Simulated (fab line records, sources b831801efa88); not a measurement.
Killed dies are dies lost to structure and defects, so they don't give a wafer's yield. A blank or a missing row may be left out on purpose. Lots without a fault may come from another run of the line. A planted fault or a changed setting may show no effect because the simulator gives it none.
Which tool did it? | flow sfq_line | 14 lots, 42 wafers sampled, at 5 steps of a route of 325

WHAT THE GAUGES READ, wafer by wafer
SFQ_I2_OVL_MEAS_918. Usual: I2_OVL 1 nm, standard deviation 6.
lot  | measured     | on         | I2_OVL (nm) | flag
L839 | day 43 09:38 | overlay-02 | 2 1 -2      |
L840 | day 43 16:58 | overlay-01 | 10 12 7     |
L841 | day 44 10:46 | overlay-02 | -1 -5 -5    |
L844 | day 45 11:52 | overlay-01 | 10 4 3      |
L846 | day 46 11:52 | overlay-02 | -5 -2 -6    |
L851 | day 47 22:35 | overlay-01 | 3 -3 2      |
L852 | day 48 04:35 | overlay-01 | -3 -3 5     |
L854 | day 48 10:43 | overlay-01 | 5 -1 -1     |
L857 | day 50 10:43 | overlay-01 | 5 7 1       |
L858 | day 51 06:02 | overlay-01 | -12 -7 -2   |
L859 | day 51 12:03 | overlay-02 | -5 2 -6     |
L860 | day 51 19:14 | overlay-02 | 0 2 -6      |
L861 | day 52 04:59 | overlay-02 | -3 5 0      |
L862 | day 52 12:10 | overlay-02 | 0 -6 0      |

WHICH TOOL RAN EACH LOT (tool, then ch and the chambers of the sampled wafers, then the start)
lot  | SFQ_TRILAYER_I1_DEP_PECVD_045   | SFQ_TRILAYER_I1_CMP_CMP_046   | SFQ_TRILAYER_I1_VIA_BARC_OPEN_VIA_ETCH_071 | SFQ_TRILAYER_I1_VIA_STRIP_STRIP_053
L839 | pecvd-04 ch 1,2, day 24 04:28   | cmp-02 ch 0,1,2, day 24 06:01 | rie_diel-01 ch 0,1,2, day 30 23:34         | rie_metal-01 ch 0,1, day 30 23:43
L840 | pecvd-01 ch 0,1,2, day 24 12:52 | cmp-02 ch 0,1,3, day 24 14:27 | rie_diel-03 ch 0,1, day 31 07:58           | rie_metal-03 ch 0,1, day 31 08:07
L841 | pecvd-04 ch 0,1,2, day 25 10:28 | cmp-02 ch 0,1,3, day 25 10:33 | rie_diel-01 ch 0,2,3, day 32 03:17         | rie_metal-01 ch 0,1, day 32 03:27
L844 | pecvd-02 ch 0,1,2, day 27 00:36 | cmp-01 ch 0,1,3, day 27 00:41 | rie_diel-01 ch 0,1,2, day 33 18:02         | rie_metal-04 ch 0, day 33 18:11
L846 | pecvd-01 ch 1,2, day 28 00:36   | cmp-01 ch 0,1,3, day 28 01:41 | rie_diel-02 ch 0,1,3, day 34 23:00         | rie_metal-01 ch 0,1, day 34 23:09
L851 | pecvd-01 ch 0,2, day 29 17:05   | cmp-02 ch 0,1,3, day 29 17:40 | rie_diel-02 ch 1,3, day 36 11:19           | rie_metal-03 ch 0,1, day 36 11:28
L852 | pecvd-01 ch 1,2, day 30 05:12   | cmp-02 ch 0,2,3, day 30 05:17 | rie_diel-02 ch 0,1,2, day 36 18:31         | rie_metal-03 ch 0,1, day 36 18:40
L854 | pecvd-01 ch 0,1, day 30 08:48   | cmp-02 ch 0,1,3, day 30 11:17 | rie_diel-02 ch 1,3, day 37 00:31           | rie_metal-01 ch 0,1, day 37 00:40
L857 | pecvd-04 ch 0,1,2, day 32 09:32 | cmp-01 ch 0,1,3, day 32 10:36 | rie_diel-02 ch 1,2,3, day 38 21:42         | rie_metal-04 ch 0,1, day 38 21:51
L858 | pecvd-04 ch 0,2, day 33 00:43   | cmp-01 ch 1,2, day 33 01:42   | rie_diel-02 ch 0,2,3, day 39 07:18         | rie_metal-03 ch 0,1, day 39 07:27
L859 | pecvd-04 ch 0,2, day 33 11:47   | cmp-02 ch 1,2, day 33 13:53   | rie_diel-01 ch 1,2, day 39 15:18           | rie_metal-04 ch 0,1, day 39 15:43
L860 | pecvd-01 ch 0,2, day 33 23:47   | cmp-02 ch 0,3, day 34 05:23   | rie_diel-02 ch 1,2, day 40 00:54           | rie_metal-01 ch 0,1, day 40 01:03
L861 | pecvd-04 ch 0,1,2, day 34 08:14 | cmp-01 ch 2,3, day 34 15:23   | rie_diel-02 ch 1,2,3, day 40 08:06         | rie_metal-04 ch 0, day 40 08:51
L862 | pecvd-04 ch 0,1,2, day 34 13:11 | cmp-02 ch 0,2,3, day 34 21:23 | rie_diel-03 ch 0,2,3, day 40 13:01         | rie_metal-03 ch 0,1, day 40 13:11
- SFQ_TRILAYER_I1_DEP_PECVD_045: deposits SiO2 from SiH4/N2O, time 111.11 s, target thk 500 nm.
- SFQ_TRILAYER_I1_CMP_CMP_046: polishes SiO2.
- SFQ_TRILAYER_I1_VIA_BARC_OPEN_VIA_ETCH_071: etches BARC in O2, target depth 125 nm, time 41.7 s.
- SFQ_TRILAYER_I1_VIA_STRIP_STRIP_053: strips in O2.

WHAT THE TOOLS THEMSELVES READ (means of the sampled wafers that have a number; where no wafer has one, the mark that the record gives instead)
SFQ_TRILAYER_I1_DEP_PECVD_045. Usual: heater_power_w 90 W, standard deviation 20; run_length_s 139.2 s, standard deviation 0.75; susceptor_temp_C 149.98 C, standard deviation 0.14; throttle_valve_pct 24.2 %, standard deviation 0.78.
lot  | tool     | heater_power_w (W) | run_length_s (s) | susceptor_temp_C (C) | throttle_valve_pct (%) | flag
L839 | pecvd-04 | 102                | 140.3            | 149.85               | 26.0                   |
L840 | pecvd-01 | 81                 | 138.8            | 149.98               | 24.9                   |
L841 | pecvd-04 | 101                | 139.6            | 150.05               | 23.5                   |
L844 | pecvd-02 | 76                 | 138.4            | 149.95               | 24.2                   |
L846 | pecvd-01 | 77                 | 139.2            | 150.05               | 24.6                   |
L851 | pecvd-01 | 78                 | 138.8            | 149.94               | 24.5                   |
L852 | pecvd-01 | 75                 | 165.5            | 150.04               | 24.5                   | OFF
L854 | pecvd-01 | 86                 | 165.4            | 149.85               | 24.7                   | OFF
L857 | pecvd-04 | 96                 | 139.6            | 149.92               | 24.0                   |
L858 | pecvd-04 | 84                 | 139.6            | 149.95               | 24.5                   |
L859 | pecvd-04 | 79                 | 139.5            | 149.93               | 24.4                   |
L860 | pecvd-01 | 79                 | 138.3            | 150.04               | 24.7                   |
L861 | pecvd-04 | 99                 | 139.6            | 149.90               | 24.0                   |
L862 | pecvd-04 | 95                 | 139.8            | 149.98               | 24.0                   |

SFQ_TRILAYER_I1_CMP_CMP_046. Usual: edge_zone_pressure_frac 1.000, standard deviation 0.0051; motor_current_A 10.1 A, standard deviation 1.1; time_to_endpoint_s 213 s, standard deviation 6.9.
lot  | tool   | edge_zone_pressure_frac | motor_current_A (A) | time_to_endpoint_s (s) | flag
L839 | cmp-02 | 1.001                   | 10.8                | 211                    |
L840 | cmp-02 | 1.004                   | 10.0                | 209                    |
L841 | cmp-02 | 0.998                   | 9.9                 | 215                    |
L844 | cmp-01 | 0.997                   | 9.7                 | 216                    |
L846 | cmp-01 | 1.002                   | 9.6                 | 218                    |
L851 | cmp-02 | 0.999                   | 9.9                 | 211                    |
L852 | cmp-02 | 1.000                   | 9.5                 | 296                    | OFF
L854 | cmp-02 | 0.998                   | 9.8                 | 293                    | OFF
L857 | cmp-01 | 1.000                   | 10.0                | 210                    |
L858 | cmp-01 | 1.004                   | 10.1                | 213                    |
L859 | cmp-02 | 1.004                   | 11.6                | 218                    |
L860 | cmp-02 | 1.001                   | 9.3                 | 213                    |
L861 | cmp-01 | 1.003                   | 10.3                | 213                    |
L862 | cmp-02 | 0.999                   | 9.6                 | 226                    |

SFQ_TRILAYER_I1_VIA_BARC_OPEN_VIA_ETCH_071. Usual: chamber_pressure_mTorr 30.00 mTorr, standard deviation 0.042; drypump_motor_current_A 6.0 A, standard deviation 0.35; oes_product_au 0.686 a.u., standard deviation 0.0048.
lot  | tool        | chamber_pressure_mTorr (mTorr) | drypump_motor_current_A (A) | oes_product_au (a.u.) | flag
L839 | rie_diel-01 | 29.99                          | 5.8                         | 0.687                 |
L840 | rie_diel-03 | 29.99                          | 6.1                         | 0.684                 |
L841 | rie_diel-01 | 30.00                          | 5.6                         | 0.684                 |
L844 | rie_diel-01 | 30.00                          | 5.9                         | 0.684                 |
L846 | rie_diel-02 | 29.99                          | 6.1                         | 0.691                 |
L851 | rie_diel-02 | 29.99                          | 5.9                         | 0.684                 |
L852 | rie_diel-02 | 29.97                          | 6.0                         | 0.690                 |
L854 | rie_diel-02 | 30.00                          | 5.9                         | 0.688                 |
L857 | rie_diel-02 | 30.02                          | 6.1                         | 0.685                 |
L858 | rie_diel-02 | 30.02                          | 6.2                         | 0.686                 |
L859 | rie_diel-01 | 30.00                          | 6.1                         | 0.689                 |
L860 | rie_diel-02 | 30.00                          | 6.0                         | 0.683                 |
L861 | rie_diel-02 | 29.99                          | 6.1                         | 0.687                 |
L862 | rie_diel-03 | 29.98                          | 6.4                         | 0.688                 |

SFQ_TRILAYER_I1_VIA_STRIP_STRIP_053. Usual: chamber_pressure_mTorr 50.00 mTorr, standard deviation 0.048; drypump_motor_current_A 5.90 A, standard deviation 0.27; oes_product_au 1.000 a.u., standard deviation 0.0085.
lot  | tool         | chamber_pressure_mTorr (mTorr) | drypump_motor_current_A (A) | oes_product_au (a.u.) | flag
L839 | rie_metal-01 | 49.95                          | 5.73                        | 1.006                 |
L840 | rie_metal-03 | 50.04                          | 6.16                        | 0.991                 |
L841 | rie_metal-01 | 50.00                          | 5.78                        | 1.006                 |
L844 | rie_metal-04 | 50.01                          | 5.69                        | 0.985                 |
L846 | rie_metal-01 | 49.97                          | 5.82                        | 1.007                 |
L851 | rie_metal-03 | 50.00                          | 5.98                        | 0.995                 |
L852 | rie_metal-03 | 49.97                          | 5.98                        | 1.004                 |
L854 | rie_metal-01 | 50.00                          | 5.79                        | 1.005                 |
L857 | rie_metal-04 | 50.01                          | 5.92                        | 0.987                 |
L858 | rie_metal-03 | 50.04                          | 6.16                        | 0.999                 |
L859 | rie_metal-04 | 50.02                          | 6.14                        | 0.997                 |
L860 | rie_metal-01 | 49.99                          | 5.73                        | 0.999                 |
L861 | rie_metal-04 | 50.04                          | 5.69                        | 0.988                 |
L862 | rie_metal-03 | 50.00                          | 5.98                        | 0.996                 |

THE ANSWER, worked out from the rows above alone
Rule: a lot is off if the mean of its wafers that have a number lies more than 3 standard deviations from the usual mean. A lot without any number at a reading at which 4 lots or more have one is off too. The other lots that the step has rows for count as sound. The gauges are gone through in route order, then the tools' own readings, and for those a lot's mean is taken as printed above. The first step at which some lot is off is used, and at that step the reading that is off furthest; a lot without a number counts as furthest.
Off: L852, L854, at SFQ_TRILAYER_I1_DEP_PECVD_045 (run_length_s).
A tool fits if, at that step or a process step before it, it ran every lot that is off, and no sound lot after the first of them. None of those tried fits.

WHAT THE SIMULATOR HAD PUT IN
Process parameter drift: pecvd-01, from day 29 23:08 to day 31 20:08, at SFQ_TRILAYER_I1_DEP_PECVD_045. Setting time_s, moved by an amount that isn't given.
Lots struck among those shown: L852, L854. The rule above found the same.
